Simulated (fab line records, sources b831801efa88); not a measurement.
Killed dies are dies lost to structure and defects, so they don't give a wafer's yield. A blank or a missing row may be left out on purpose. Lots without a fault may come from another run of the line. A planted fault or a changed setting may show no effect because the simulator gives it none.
fab line records | flow gf180mcu | part 2 of 2: steps 24 to 32 of 32
record lots=5 wafers=15 last_day=33
route steps=602 shown V3@442 M4@456
lots that met no fault: from a run of the same line without faults
start_h: hours from the record's first day to the start of the lot's first wafer shown | wait_h: hours since the lot's step before | " the same as in the row above | L1.1+2: a row that stands for several wafers | - no value, or no start given | * or withheld: withheld | < > ~ a bound
route shown NAME@n: a module of which the file shows steps, and the number in the route of the first | usual: mean/standard deviation of fault-free wafers | same: alike in all rows | chamber/n: place in a boat | sites: the reading at each site | _std_site: their standard deviation | _edge_site: outer sites' mean less inner sites' | radius_mm: how far each site lies from the wafer's centre | mask NAME#n: copy n | behind: the tool/chamber that last shaped the wafer | hold: why the lot was held/for how many hours/how that ended | device: the transistor (n, p or np) that didn't switch | end of line: the same wafers' tests at the end of the route | a step without rows: its recipe alone | killed: dies lost to structure and defects at the first sort, not the wafer's yield | map: a wafer's dies, x killed, . not, _ none there
set.NAME: the setting as run; set.NAME@STEP: as run at that earlier step | model.NAME: the simulator's own value behind a step, which no gauge read
lots at some steps of the route; a table a step, a row a wafer
services: from which hour (start_h, from the record's first day; less than 0 if before it) a tool's chamber was out of use, for how many hours, and why
## steps
# step GF_M4_COAT_09
# recipe resist=KrF spin_rpm=withheld resist_thk_nm=1000
# usual chill_plate_temp_C=23.03/0.1
# columns lot.wafer tool chamber start_h wait_h chill_plate_temp_C
L077.1 litho_track-02 0 564.64 0.1 23.09
L077.3 " 0 " " 22.98
L077.5 " 0 " " 22.90
L082.1 litho_track-01 0 592.81 0.1 22.98
L082.2 " 0 " " 22.98
L082.6 " 0 " " 23.01
L090.2 litho_track-02 0 656.76 0.1 23.02
L090.3 " 0 " " 22.98
L090.4 " 0 " " 22.93
L093.1 litho_track-01 0 676.41 0.1 23.19
L093.3 " 0 " " 23.14
L093.4 " 0 " " 23.06
L094.1 litho_track-01 0 683.06 0.1 22.96
L094.4 " 0 " " 23.07
L094.6 " 0 " " 23.20
# step GF_M4_SOFTBAKE_10
# recipe temp_c=130 time_s=60 resist=KrF
# usual chill_plate_temp_C=23.02/0.11
# columns lot.wafer tool chamber start_h wait_h chill_plate_temp_C
L077.1 litho_track-02 0 564.79 0.1 22.98
L077.3 " 0 " " 23.01
L077.5 " 0 " " 22.98
L082.1 litho_track-01 0 592.96 0.1 23.02
L082.2 " 0 " " 22.90
L082.6 " 0 " " 22.77
L090.2 litho_track-02 0 656.91 0.1 23.07
L090.3 " 0 " " 22.95
L090.4 " 0 " " 23.19
L093.1 litho_track-01 0 676.56 0.1 23.16
L093.3 " 0 " " 22.97
L093.4 " 0 " " 22.91
L094.1 litho_track-01 0 683.21 0.1 22.89
L094.4 " 0 " " 23.07
L094.6 " 0 " " 22.85
# step GF_M4_EXPOSE_11
# recipe mask_id=Metal4 target_cd_nm=280 na=0.68 source_shape=conventional sigma_outer=0.6 dose_mj=28
# columns lot.wafer tool chamber start_h wait_h mask
L077.1+3+5 krf_scanner-02 0 - - Metal4#0
L082.1+2+6 krf_scanner-02 0 - - Metal4#0
L090.2+3+4 krf_scanner-02 0 - - Metal4#0
L093.1+3+4 krf_scanner-01 0 - - Metal4#0
L094.1+4+6 krf_scanner-02 0 - - Metal4#0
# step GF_M4_PEB_12
# recipe peb_temp_c=135 peb_time_s=90 resist=KrF
# usual chill_plate_temp_C=23.01/0.095
# columns lot.wafer tool chamber start_h wait_h chill_plate_temp_C
L077.1 litho_track-02 0 - - 23.07
L077.3 " 0 " " 23.14
L077.5 " 0 " " 23.05
L082.1 litho_track-04 0 - - 23.01
L082.2 " 0 " " 22.97
L082.6 " 0 " " 22.95
L090.2 litho_track-04 0 - - 22.99
L090.3 " 0 " " 23.11
L090.4 " 0 " " 22.99
L093.1 litho_track-01 0 - - 23.10
L093.3 " 0 " " 23.05
L093.4 " 0 " " 23.03
L094.1 litho_track-04 0 - - 22.91
L094.4 " 0 " " 22.87
L094.6 " 0 " " 22.76
# step GF_M4_DEVELOP_13
# recipe develop_time_s=60 dev_temp_c=21
# usual chill_plate_temp_C=23.02/0.095
# columns lot.wafer tool chamber start_h wait_h chill_plate_temp_C
L077.1 litho_track-02 0 575.39 0.2 22.99
L077.3 " 0 " " 22.97
L077.5 " 0 " " 23.04
L082.1 litho_track-04 0 603.32 0.2 23.02
L082.2 " 0 " " 22.93
L082.6 " 0 " " 22.96
L090.2 litho_track-04 0 666.14 0.2 23.23
L090.3 " 0 " " 23.01
L090.4 " 0 " " 22.96
L093.1 litho_track-01 0 685.71 0.2 22.95
L093.3 " 0 " " 23.11
L093.4 " 0 " " 23.12
L094.1 litho_track-04 0 692.47 0.2 23.13
L094.4 " 0 " " 23.24
L094.6 " 0 " " 23.09
# step GF_M4_CD_MEAS_14
# recipe target_cd_nm=280
# usual cd_nm=279.9/1.1
# columns lot.wafer tool chamber start_h wait_h cd_nm
L077.1 cd_sem-01 - 575.54 0.1 280.9
L077.3 " - " " 280.9
L077.5 " - " " 279.9
L082.1 cd_sem-02 - 603.47 0.1 279.8
L082.2 " - " " 279.8
L082.6 " - " " 279.6
L090.2 cd_sem-01 - 666.29 0.1 281.1
L090.3 " - " " 281.0
L090.4 " - " " 279.6
L093.1 cd_sem-01 - 685.86 0.1 278.2
L093.3 " - " " 278.6
L093.4 " - " " 278.5
L094.1 cd_sem-01 - 692.62 0.1 280.5
L094.4 " - " " 280.4
L094.6 " - " " 281.1
# step GF_M4_OVL_MEAS_15
# usual M4_OVL=0/6.4
# columns lot.wafer tool chamber start_h wait_h M4_OVL[nm]
L077.1 overlay-02 - 575.66 0.1 -10
L077.3 " - " " -9
L077.5 " - " " -5
L082.1 overlay-02 - 603.59 0.1 5
L082.2 " - " " -4
L082.6 " - " " -1
L090.2 overlay-02 - 666.39 0.1 -5
L090.3 " - " " 0
L090.4 " - " " -4
L093.1 overlay-01 - 685.98 0.1 -5
L093.3 " - " " -9
L093.4 " - " " -7
L094.1 overlay-02 - 692.74 0.1 4
L094.4 " - " " 18
L094.6 " - " " 19
# step GF_M4_METAL_ETCH_16
# recipe chemistry=Cl2/BCl3 mask_material=KrF target_depth_nm=750.8 stop_on=SiO2 pressure_mtorr=8 icp_w=800 bias_w=140 Cl2_flow_sccm=80 bcl3_flow_sccm=40 time_s=125.1
# usual drypump_motor_current_A=5.6/0.36 oes_product_au=0.990/0.0052 throttle_valve_pct=28.230/0.0086
# columns lot.wafer tool chamber start_h wait_h drypump_motor_current_A oes_product_au rf_hours_counter_h throttle_valve_pct
L077.1 rie_metal-03 0 575.69 0.0 6.1 0.989 10 28.228
L077.3 " 1 " " 5.7 0.996 - 28.231
L077.5 " 1 " " 5.7 0.989 - 28.238
L082.1 rie_metal-01 1 603.62 0.0 5.8 0.984 11 28.241
L082.2 " 1 " " 5.9 0.992 - 28.237
L082.6 " 1 " " 5.8 0.987 - 28.229
L090.2 rie_metal-04 1 666.42 0.0 5.7 0.988 14 28.209
L090.3 " 1 " " 5.7 0.985 - 28.231
L090.4 " 0 " " 5.5 0.997 - 28.218
L093.1 rie_metal-01 0 686.02 0.0 5.0 0.990 3 28.239
L093.3 " 0 " " 5.0 0.989 - 28.247
L093.4 " 1 " " 5.8 0.988 - 28.224
L094.1 rie_metal-01 0 692.77 0.0 5.0 0.986 3 28.220
L094.4 " 0 " " 4.9 0.981 - 28.252
L094.6 " 0 " " 4.9 0.993 - 28.227
# step GF_M4_STRIP_17
# recipe chemistry=O2/N2 power_w=1400 pressure_mtorr=1500 platen_temp_c=250 o2_flow_sccm=3000 n2_flow_sccm=300 overash_fraction=0.5
# usual drypump_motor_current_A=5.72/0.3 heater_power_w=366/56 n2_flow_sccm=300.1/0.99 o2_flow_sccm=3000/10 oes_product_au=0.538/0.0041 strip_time_to_endpoint_s=7.39/0.035
# columns lot.wafer tool chamber start_h wait_h drypump_motor_current_A heater_power_w n2_flow_sccm o2_flow_sccm oes_product_au rf_hours_counter_h strip_time_to_endpoint_s
L077.1 plasma_asher-04 0 575.82 0.1 5.66 317 300.7 3006 0.542 46 7.31
L077.3 " 1 " " 5.39 390 300.1 2991 0.540 - 7.34
L077.5 " 0 " " 5.65 323 299.2 3013 0.537 - 7.38
L082.1 plasma_asher-03 1 603.88 0.2 5.50 320 299.6 2981 0.543 84 7.44
L082.2 " 0 " " 5.79 332 303.3 3013 0.546 84 7.44
L082.6 " 1 " " 5.49 320 299.1 3002 0.541 - 7.40
L090.2 plasma_asher-01 1 666.55 0.1 6.25 328 299.3 3010 0.541 26 7.43
L090.3 " 1 " " 6.21 333 300.9 3000 0.539 - 7.43
L090.4 " 0 " " 5.57 453 300.1 2996 0.535 - 7.40
L093.1 plasma_asher-03 1 686.15 0.1 5.49 320 300.0 2998 0.533 93 7.36
L093.3 " 1 " " 5.47 321 299.8 3005 0.541 - 7.37
L093.4 " 0 " " 5.78 329 298.5 3004 0.536 - 7.36
L094.1 plasma_asher-03 0 692.90 0.1 5.78 326 302.0 3001 0.535 93 7.45
L094.4 " 0 " " 5.77 335 302.1 3004 0.541 - 7.47
L094.6 " 1 " " 5.52 326 299.5 3000 0.541 - 7.47
## services
# columns tool chamber start_h hours kind
rie_diel-01 - 543.90 3.9 repair
krf_scanner-02 - 548.55 1.1 repair
rie_diel-03 0 550.58 10.4 repair
rie_diel-02 3 559.61 7.5 repair
krf_scanner-02 - 562.78 1.3 pm
rie_diel-01 0 563.65 11.7 repair
rie_metal-01 - 570.80 21.9 repair
rie_metal-01 0 573.90 13.2 repair
pvd_sputter-03 - 573.92 4.1 repair
rie_metal-01 1 583.55 19.9 repair
krf_scanner-02 - 583.72 2.0 repair
krf_scanner-02 - 595.36 2.7 repair
cmp-02 - 598.45 1.6 repair
plasma_asher-03 - 607.47 2.9 repair
plasma_asher-03 - 622.12 4.3 pm
pvd_sputter-02 - 622.19 3.5 repair
wet_bench-04 - 631.28 4.4 pm
krf_scanner-02 - 636.74 0.3 repair
cvd_w-01 - 642.65 0.9 repair
rie_metal-01 - 645.29 2.8 pm
krf_scanner-02 - 647.33 1.0 pm
rie_diel-01 1 659.60 11.2 repair
krf_scanner-02 - 672.43 4.0 pm
krf_scanner-02 - 676.45 0.8 pm
